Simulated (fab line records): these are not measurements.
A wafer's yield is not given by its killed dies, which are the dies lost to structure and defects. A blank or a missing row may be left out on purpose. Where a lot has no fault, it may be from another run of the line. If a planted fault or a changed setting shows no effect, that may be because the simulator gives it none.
fab line records -- flow sfq-line
record: lots: 6, wafers: 18, last-day: 86
route steps=325 shown C5@244 M6@251
lots that met no fault: taken from a fault-free run of the same line
start-h: hours from the record's opening day to when the first of the lot's shown wafers began -- wait-h: hours from the lot's prior step to this one -- " as in the row above -- L1.1+2: a single row standing in for several wafers -- - no value, or no start given -- * or withheld: withheld -- < > ~ a bound
route shown NAME@n: a module of which the file shows steps, and the number in the route of the first -- usual: mean and standard deviation over wafers with no fault -- same: alike in all rows -- chamber/n: place in a boat -- sites: readings site by site -- _std_site: their standard deviation -- _edge_site: the outer-site mean with the inner-site mean subtracted -- radius-mm: how far each site lies from the wafer's centre -- mask NAME#n: copy n -- behind: tool/chamber where the wafer was last shaped -- hold: what put the lot on hold/how long, in hours/how the hold closed -- device: the n, p or np transistor that did not switch -- end of line: tests run on the same wafers once the route is complete -- where a step has no rows: the recipe by itself -- killed: at the first sort, the dies lost to defects and structure; wafer yield is something else -- map: dies across one wafer; x = killed, . = not, _ = none there
set.NAME: the setting that was run; set.NAME@STEP: the one run at that earlier step -- model.NAME: the simulator's own value behind a step, which no gauge read
lots at some steps of the route; a table a step, a row a wafer
services: from which hour (start-h, from the record's first day; less than 0 if before it) a tool's chamber was out of use, for how many hours, and why
== steps ==
step: SFQ_TRILAYER_C5_LITHO_PEB_154
recipe: peb-temp-c: 115, peb-time-s: 60, resist: KrF
step: SFQ_TRILAYER_C5_LITHO_DEVELOP_153
recipe: time-s: 60, resist: KrF
step: SFQ_C5_OVL_MEAS_937
usual: C5_OVL: -3/5
lot.wafer,tool,chamber,start-h,wait-h,C5_OVL[nm]
L972.1,overlay-02,-,1579.75,0.1,-2
L972.2,overlay-02,-,1579.75,0.1,-2
L972.3,overlay-02,-,1579.75,0.1,-3
L978.2,overlay-02,-,1663.58,0.1,-10
L978.3,overlay-02,-,1663.58,0.1,-4
L978.5,overlay-02,-,1663.58,0.1,-11
L984.1,overlay-02,-,1702.32,0.1,-1
L984.4,overlay-02,-,1702.32,0.1,1
L984.6,overlay-02,-,1702.32,0.1,3
L985.2,overlay-02,-,1707.13,0.1,-8
L985.3,overlay-02,-,1707.13,0.1,-3
L985.4,overlay-02,-,1707.13,0.1,-1
L987.4,overlay-02,-,1711.94,0.1,-9
L987.5,overlay-02,-,1711.94,0.1,-1
L987.6,overlay-02,-,1711.94,0.1,-3
L991.1,overlay-02,-,1737.35,0.1,1
L991.2,overlay-02,-,1737.35,0.1,-2
L991.5,overlay-02,-,1737.35,0.1,-7
step: SFQ_TRILAYER_C5_BARC_OPEN_VIA_ETCH_210
recipe: mask-material: PR, chemistry: O2, target-depth-nm: 125, target: BARC, source-w: 500, bias-w: 80, pressure-mtorr: 30, time-s: 41.7
usual: drypump-motor-current-A: 5.7/0.61, oes-product-au: 0.686/0.0043
lot.wafer,tool,chamber,start-h,wait-h,drypump-motor-current-A,oes-product-au,rf-hours-counter-h
L972.1,rie-diel-02,3,1579.78,0.0,5.7,0.690,15
L972.2,rie-diel-02,1,1579.78,0.0,4.8,0.685,1
L972.3,rie-diel-02,0,1579.78,0.0,6.0,0.693,19
L978.2,rie-diel-04,1,1663.61,0.0,4.9,0.683,11
L978.3,rie-diel-04,3,1663.61,0.0,6.1,0.684,17
L978.5,rie-diel-04,3,1663.61,0.0,6.0,0.686,-
L984.1,rie-diel-03,1,1702.36,0.0,6.8,0.685,17
L984.4,rie-diel-03,3,1702.36,0.0,5.8,0.686,15
L984.6,rie-diel-03,0,1702.36,0.0,6.2,0.684,-
L985.2,rie-diel-02,3,1707.16,0.0,5.7,0.686,17
L985.3,rie-diel-02,1,1707.16,0.0,4.8,0.690,3
L985.4,rie-diel-02,0,1707.16,0.0,6.0,0.682,1
L987.4,rie-diel-04,0,1711.96,0.0,5.1,0.686,14
L987.5,rie-diel-04,2,1711.96,0.0,5.2,0.686,-
L987.6,rie-diel-04,1,1711.96,0.0,4.9,0.678,-
L991.1,rie-diel-04,2,1737.38,0.0,5.1,0.683,3
L991.2,rie-diel-04,1,1737.38,0.0,4.9,0.682,12
L991.5,rie-diel-04,0,1737.38,0.0,5.1,0.687,-
step: SFQ_TRILAYER_C5_ETCH_VIA_ETCH_154
recipe: target: SiO2, mask-material: PR, chemistry: CHF3, target-depth-nm: 84, source-w: 500, bias-w: 80, pressure-mtorr: 30, time-s: withheld, stop-on: Nb
step: SFQ_TRILAYER_C5_STRIP_STRIP_155
recipe: gas: O2, power-w: 200, platen-temp-c: 40, overash-fraction: 0.65, chemistry: O2, pressure-mtorr: 50
usual: drypump-motor-current-A: 5.6/0.43, he-backside-leak-sccm: 3.34/0.17, oes-product-au: 0.999/0.0066
lot.wafer,tool,chamber,start-h,wait-h,drypump-motor-current-A,he-backside-leak-sccm,oes-product-au,rf-hours-counter-h
L972.1,rie-metal-04,0,1579.87,-,5.6,3.18,0.987,53
L972.2,rie-metal-04,1,1579.87,-,5.7,3.32,1.001,38
L972.3,rie-metal-04,1,1579.87,-,5.7,3.24,1.009,-
L978.2,rie-metal-04,0,1663.70,-,5.6,3.15,1.005,66
L978.3,rie-metal-04,0,1663.70,-,5.6,3.14,0.993,-
L978.5,rie-metal-04,1,1663.70,-,5.7,3.22,1.001,-
L984.1,rie-metal-01,0,1702.45,-,5.2,3.15,1.002,68
L984.4,rie-metal-01,0,1702.45,-,5.2,3.25,0.982,-
L984.6,rie-metal-01,1,1702.45,-,6.0,3.18,1.002,-
L985.2,rie-metal-03,0,1707.25,-,6.1,3.68,1.002,35
L985.3,rie-metal-03,1,1707.25,-,4.8,3.59,0.998,-
L985.4,rie-metal-03,0,1707.25,-,6.2,3.64,1.010,-
L987.4,rie-metal-03,1,1712.25,-,4.8,3.70,1.001,-
L987.5,rie-metal-03,0,1712.25,-,6.1,3.61,0.997,-
L987.6,rie-metal-03,1,1712.25,-,4.8,3.74,1.007,-
L991.1,rie-metal-01,1,1737.47,-,6.0,3.26,0.998,89
L991.2,rie-metal-01,0,1737.47,-,5.2,3.24,1.003,73
L991.5,rie-metal-01,0,1737.47,-,5.2,3.27,0.998,-
step: SFQ_TRILAYER_C5_STRIP_SOLV_CLEAN_156
recipe: chemistry: NMP, temp-c: 70, time-s: 600
step: SFQ_TRILAYER_M6_DEP_PRE_CLEAN_158
recipe: gas: Ar, time-s: 22.5, bias-v: 250
step: SFQ_TRILAYER_M6_DEP_SPUTTER_157
recipe: material: Nb, base-pressure-pa: 1.33e-06, chamber-pressure-pa: 0.1333, substrate-temp-c: 20, target-thk-nm: 200, power-w: 2000, time-s: 133.3
usual: throttle-valve-pct: 29.9/0.84
lot.wafer,tool,chamber,start-h,wait-h,throttle-valve-pct
L972.1,pvd-sputter-05,-,1580.67,0.0,29.6
L972.2,pvd-sputter-05,-,1580.67,0.0,30.6
L972.3,pvd-sputter-05,-,1580.67,0.0,29.5
L978.2,pvd-sputter-06,-,1664.51,0.0,31.5
L978.3,pvd-sputter-06,-,1664.51,0.0,29.7
L978.5,pvd-sputter-06,-,1664.51,0.0,30.0
L984.1,pvd-sputter-06,-,1703.27,0.0,31.4
L984.4,pvd-sputter-06,-,1703.27,0.0,28.0
L984.6,pvd-sputter-06,-,1703.27,0.0,29.9
L985.2,pvd-sputter-05,-,1708.05,0.0,30.2
L985.3,pvd-sputter-05,-,1708.05,0.0,30.3
L985.4,pvd-sputter-05,-,1708.05,0.0,29.4
L987.4,pvd-sputter-06,-,1712.90,0.0,28.0
L987.5,pvd-sputter-06,-,1712.90,0.0,30.4
L987.6,pvd-sputter-06,-,1712.90,0.0,29.7
L991.1,pvd-sputter-05,-,1738.29,0.0,29.4
L991.2,pvd-sputter-05,-,1738.29,0.0,30.4
L991.5,pvd-sputter-05,-,1738.29,0.0,29.6
step: SFQ_M6_RS_MEAS_938
recipe: thk-meas-gauge: four-point-probe, reads: Nb_of_TRILAYER_M6_DEP_SPUTTER_157
usual: M6_NB_RS: 0.891/0.0088
lot.wafer,tool,chamber,start-h,wait-h,M6_NB_RS[ohm/sq]
L972.1,film-metro-04,-,1580.77,0.0,0.885
L972.2,film-metro-04,-,1580.77,0.0,0.889
L972.3,film-metro-04,-,1580.77,0.0,0.895
L978.2,film-metro-02,-,1664.62,0.1,0.886
L978.3,film-metro-02,-,1664.62,0.1,0.889
L978.5,film-metro-02,-,1664.62,0.1,0.886
L984.1,film-metro-03,-,1703.36,0.0,0.883
L984.4,film-metro-03,-,1703.36,0.0,0.887
L984.6,film-metro-03,-,1703.36,0.0,0.875
L985.2,film-metro-03,-,1708.16,0.1,0.889
L985.3,film-metro-03,-,1708.16,0.1,0.893
L985.4,film-metro-03,-,1708.16,0.1,0.885
L987.4,film-metro-02,-,1713.00,0.1,0.897
L987.5,film-metro-02,-,1713.00,0.1,0.881
L987.6,film-metro-02,-,1713.00,0.1,0.903
L991.1,film-metro-02,-,1738.38,0.0,0.890
L991.2,film-metro-02,-,1738.38,0.0,0.898
L991.5,film-metro-02,-,1738.38,0.0,0.890
step: SFQ_TRILAYER_M6_LITHO_COAT_164
recipe: resist: BARC, spin-rpm: 3000, resist-thk-nm: 62
step: SFQ_TRILAYER_M6_LITHO_COAT_159
recipe: resist: KrF, spin-rpm: 3000, resist-thk-nm: 600
usual: exhaust-pa: 45.1/0.8
lot.wafer,tool,chamber,start-h,wait-h,exhaust-pa,model.KrF_of_TRILAYER_M6_LITHO_COAT_159.thk-nm
L972.1,litho-track-04,0,1581.25,0.2,44.8,597.1
L972.2,litho-track-04,0,1581.25,0.2,43.7,597.3
L972.3,litho-track-04,0,1581.25,0.2,44.6,597
L978.2,litho-track-01,0,1665.13,0.2,46.3,597.1
L978.3,litho-track-01,0,1665.13,0.2,46.0,600.4
L978.5,litho-track-01,0,1665.13,0.2,44.7,599.4
L984.1,litho-track-01,0,1703.84,0.2,44.4,598.4
L984.4,litho-track-01,0,1703.84,0.2,46.7,597.7
L984.6,litho-track-01,0,1703.84,0.2,45.9,590.9
L985.2,litho-track-01,0,1708.67,0.2,45.0,599.2
L985.3,litho-track-01,0,1708.67,0.2,45.2,589.8
L985.4,litho-track-01,0,1708.67,0.2,44.9,600.2
L987.4,litho-track-03,0,1713.57,0.2,45.0,599.3
L987.5,litho-track-03,0,1713.57,0.2,45.0,600.3
L987.6,litho-track-03,0,1713.57,0.2,44.4,601
L991.1,litho-track-03,0,1738.86,0.2,45.5,598.8
L991.2,litho-track-03,0,1738.86,0.2,45.2,598.8
L991.5,litho-track-03,0,1738.86,0.2,45.6,598.9
step: SFQ_TRILAYER_M6_LITHO_SOFTBAKE_163
recipe: temp-c: withheld, time-s: withheld, resist: KrF
step: SFQ_TRILAYER_M6_LITHO_EXPOSE_160
recipe: mask-id: M6, na: 0.6, source-shape: conventional, sigma-outer: 0.65, target-cd-nm: 500, dose-mj: 14.4
step: SFQ_TRILAYER_M6_LITHO_PEB_162
recipe: peb-temp-c: 115, peb-time-s: 60, resist: KrF
step: SFQ_TRILAYER_M6_LITHO_DEVELOP_161
recipe: time-s: 60, resist: KrF
step: SFQ_M6_OVL_MEAS_940
usual: M6_OVL: 5/5.5
lot.wafer,tool,chamber,start-h,wait-h,M6_OVL[nm]
L972.1,overlay-01,-,1703.52,0.1,-2
L972.2,overlay-01,-,1703.52,0.1,5
L972.3,overlay-01,-,1703.52,0.1,-3
L978.2,overlay-01,-,1761.48,0.1,3
L978.3,overlay-01,-,1761.48,0.1,2
L978.5,overlay-01,-,1761.48,0.1,14
L984.1,overlay-01,-,1803.47,0.1,-1
L984.4,overlay-01,-,1803.47,0.1,2
L984.6,overlay-01,-,1803.47,0.1,13
L985.2,overlay-01,-,1809.39,0.1,-2
L985.3,overlay-01,-,1809.39,0.1,8
L985.4,overlay-01,-,1809.39,0.1,2
L987.4,overlay-01,-,1813.00,0.1,4
L987.5,overlay-01,-,1813.00,0.1,8
L987.6,overlay-01,-,1813.00,0.1,12
L991.1,overlay-02,-,1838.30,0.1,7
L991.2,overlay-02,-,1838.30,0.1,10
L991.5,overlay-02,-,1838.30,0.1,14
step: SFQ_TRILAYER_M6_BARC_OPEN_METAL_ETCH_206
recipe: mask-material: PR, chemistry: O2, target-depth-nm: 125, target: BARC, icp-w: 600, bias-w: 80, pressure-mtorr: 10, time-s: 41.7
usual: drypump-motor-current-A: 5.7/0.36, he-backside-leak-sccm: 3.4/0.35, oes-product-au: 0.685/0.0045
lot.wafer,tool,chamber,start-h,wait-h,drypump-motor-current-A,he-backside-leak-sccm,oes-product-au,rf-hours-counter-h
L972.1,rie-metal-04,1,1703.56,0.0,5.7,3.3,0.681,56
L972.2,rie-metal-04,0,1703.56,0.0,5.6,3.2,0.686,71
L972.3,rie-metal-04,0,1703.56,0.0,5.6,3.2,0.685,-
L978.2,rie-metal-03,0,1761.53,0.0,6.1,3.5,0.686,-
L978.3,rie-metal-03,0,1761.53,0.0,6.2,3.7,0.694,-
L978.5,rie-metal-03,0,1761.53,0.0,6.1,3.4,0.690,-
L984.1,rie-metal-03,1,1803.51,0.0,4.8,3.5,0.691,3
L984.4,rie-metal-03,0,1803.51,0.0,6.1,3.7,0.689,-
L984.6,rie-metal-03,1,1803.51,0.0,4.8,3.2,0.684,-
L985.2,rie-metal-04,1,1809.42,0.0,5.7,3.4,0.681,68
L985.3,rie-metal-04,0,1809.42,0.0,5.6,3.3,0.690,-
L985.4,rie-metal-04,1,1809.42,0.0,5.7,3.4,0.677,-
L987.4,rie-metal-03,0,1813.04,0.0,6.2,3.5,0.685,-
L987.5,rie-metal-03,0,1813.04,0.0,6.2,6.2,0.688,-
L987.6,rie-metal-03,1,1813.04,0.0,4.8,3.4,0.684,-
L991.1,rie-metal-04,1,1838.33,0.0,5.6,3.4,0.680,73
L991.2,rie-metal-04,0,1838.33,0.0,5.6,3.2,0.684,88
L991.5,rie-metal-04,1,1838.33,0.0,5.7,3.3,0.684,-
step: SFQ_TRILAYER_M6_ETCH_METAL_ETCH_162
recipe: target: Nb, stop-on: SiO2, mask-material: PR, chemistry: Cl2/Ar, target-depth-nm: 240, icp-w: 600, bias-w: 80, pressure-mtorr: 10, time-s: 120
usual: drypump-motor-current-A: 5.7/0.36, he-backside-leak-sccm: 3.36/0.23, oes-product-au: 0.894/0.0068
lot.wafer,tool,chamber,start-h,wait-h,drypump-motor-current-A,he-backside-leak-sccm,oes-product-au,rf-hours-counter-h,model.KrF_of_TRILAYER_M6_LITHO_COAT_159.thk-nm
L972.1,rie-metal-04,1,1703.62,0.0,5.7,3.27,0.902,56,380.2
L972.2,rie-metal-04,0,1703.62,0.0,5.6,3.27,0.891,71,382.8
L972.3,rie-metal-04,0,1703.62,0.0,5.6,3.14,0.897,-,381.4
L978.2,rie-metal-03,0,1761.67,0.1,6.1,3.55,0.898,-,379.1
L978.3,rie-metal-03,0,1761.67,0.1,6.1,3.55,0.891,-,381.7
L978.5,rie-metal-03,0,1761.67,0.1,6.1,3.45,0.893,-,380.9
L984.1,rie-metal-03,1,1803.57,0.0,4.8,3.49,0.897,3,382.7
L984.4,rie-metal-03,0,1803.57,0.0,6.1,3.58,0.896,-,378.4
L984.6,rie-metal-03,1,1803.57,0.0,4.8,3.44,0.902,-,375.4
L985.2,rie-metal-04,1,1809.48,0.0,5.7,3.13,0.895,68,382.5
L985.3,rie-metal-04,0,1809.48,0.0,5.6,3.15,0.891,-,374.4
L985.4,rie-metal-04,1,1809.48,0.0,5.6,3.26,0.894,-,385
L987.4,rie-metal-03,0,1813.12,0.1,6.1,3.72,0.887,-,381.8
L987.5,rie-metal-03,0,1813.12,0.1,6.1,3.66,0.897,-,382.9
L987.6,rie-metal-03,1,1813.12,0.1,4.8,3.48,0.891,-,386.6
L991.1,rie-metal-04,1,1838.39,0.0,5.7,3.13,0.894,73,383.1
L991.2,rie-metal-04,0,1838.39,0.0,5.6,3.19,0.892,88,383.4
L991.5,rie-metal-04,1,1838.39,0.0,5.7,3.05,0.882,-,383
step: SFQ_TRILAYER_M6_STRIP_STRIP_163
recipe: gas: O2, power-w: 200, platen-temp-c: 40, overash-fraction: 0.65, chemistry: O2, pressure-mtorr: 50
usual: drypump-motor-current-A: 5.6/0.36, he-backside-leak-sccm: 3.4/0.45, oes-product-au: 1.001/0.0093
lot.wafer,tool,chamber,start-h,wait-h,drypump-motor-current-A,he-backside-leak-sccm,oes-product-au,rf-hours-counter-h
L972.1,rie-metal-04,1,1703.74,0.1,5.7,3.2,1.001,56
L972.2,rie-metal-04,0,1703.74,0.1,5.6,3.2,1.000,71
L972.3,rie-metal-04,0,1703.74,0.1,5.6,3.2,1.005,-
L978.2,rie-metal-03,0,1762.08,0.4,6.1,3.6,1.005,-
L978.3,rie-metal-03,0,1762.08,0.4,6.2,3.6,1.002,-
L978.5,rie-metal-03,0,1762.08,0.4,6.2,3.6,1.007,-
L984.1,rie-metal-03,1,1803.69,0.1,4.8,3.6,0.990,3
L984.4,rie-metal-03,0,1803.69,0.1,6.1,3.6,1.008,-
L984.6,rie-metal-03,1,1803.69,0.1,4.8,3.3,0.998,-
L985.2,rie-metal-04,1,1809.61,0.1,5.6,3.3,0.998,68
L985.3,rie-metal-04,0,1809.61,0.1,5.6,3.3,0.994,-
L985.4,rie-metal-04,1,1809.61,0.1,5.6,3.3,1.004,-
L987.4,rie-metal-03,0,1813.41,0.2,6.2,3.6,1.004,-
L987.5,rie-metal-03,0,1813.41,0.2,6.2,3.6,1.011,-
L987.6,rie-metal-03,1,1813.41,0.2,4.8,3.3,0.998,-
L991.1,rie-metal-04,1,1838.52,0.1,5.7,3.3,0.993,73
L991.2,rie-metal-04,0,1838.52,0.1,5.6,3.2,0.972,88
L991.5,rie-metal-04,1,1838.52,0.1,5.7,3.3,0.994,-
== services ==
tool,chamber,start-h,hours,kind
rie-metal-01,-,1558.18,2.8,pm
rie-metal-04,-,1558.43,2.8,pm
rie-metal-03,1,1586.17,28.9,repair
pvd-sputter-05,-,1590.14,3.7,repair
rie-diel-04,0,1591.69,7.1,repair
rie-diel-04,0,1602.34,7.3,repair
rie-diel-02,3,1634.01,1.4,repair
pvd-sputter-05,-,1635.25,1.9,repair
rie-metal-03,0,1639.65,9.6,repair
pvd-sputter-06,-,1654.92,5.5,repair
rie-diel-02,-,1655.58,0.2,repair
rie-metal-03,-,1660.20,0.1,repair
rie-metal-01,1,1670.83,3.3,repair
rie-diel-04,0,1680.13,4.2,repair
rie-metal-03,-,1698.23,0.5,repair
rie-metal-04,-,1700.52,0.2,repair
rie-metal-01,1,1717.00,2.7,repair
rie-diel-04,0,1729.49,3.9,repair
rie-metal-03,0,1749.06,3.4,repair
rie-diel-02,3,1762.86,11.0,repair
rie-metal-04,-,1773.90,0.7,repair
pvd-sputter-05,-,1808.11,7.4,repair
rie-diel-02,1,1817.00,2.6,repair
rie-metal-03,-,1834.82,14.6,pm
== key ==
first-sign none at tools or gauges
model-effect: step: SFQ_TRILAYER_M6_LITHO_COAT_159, value: KrF_of_TRILAYER_M6_LITHO_COAT_159.thk-nm, without: 598.9, struck: 590.3
model-effect: step: SFQ_TRILAYER_M6_ETCH_METAL_ETCH_162, value: KrF_of_TRILAYER_M6_LITHO_COAT_159.thk-nm, without: 383.4, struck: 374.9
met-at SFQ_TRILAYER_M6_LITHO_COAT_159
struck-wafers L984.6,L985.3
onset-between 1665.13 1703.84
fault: kind: process-parameter-drift, tool: litho-track-01, chamber: -, onset-h: 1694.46, steps: SFQ_TRILAYER_M6_LITHO_COAT_159, channel: resist-thk-nm, offset: -8.5536, shape: step, end-h: 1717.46, scope: struck-wafers-only, acts-in: these-recipes-only, stated: 600
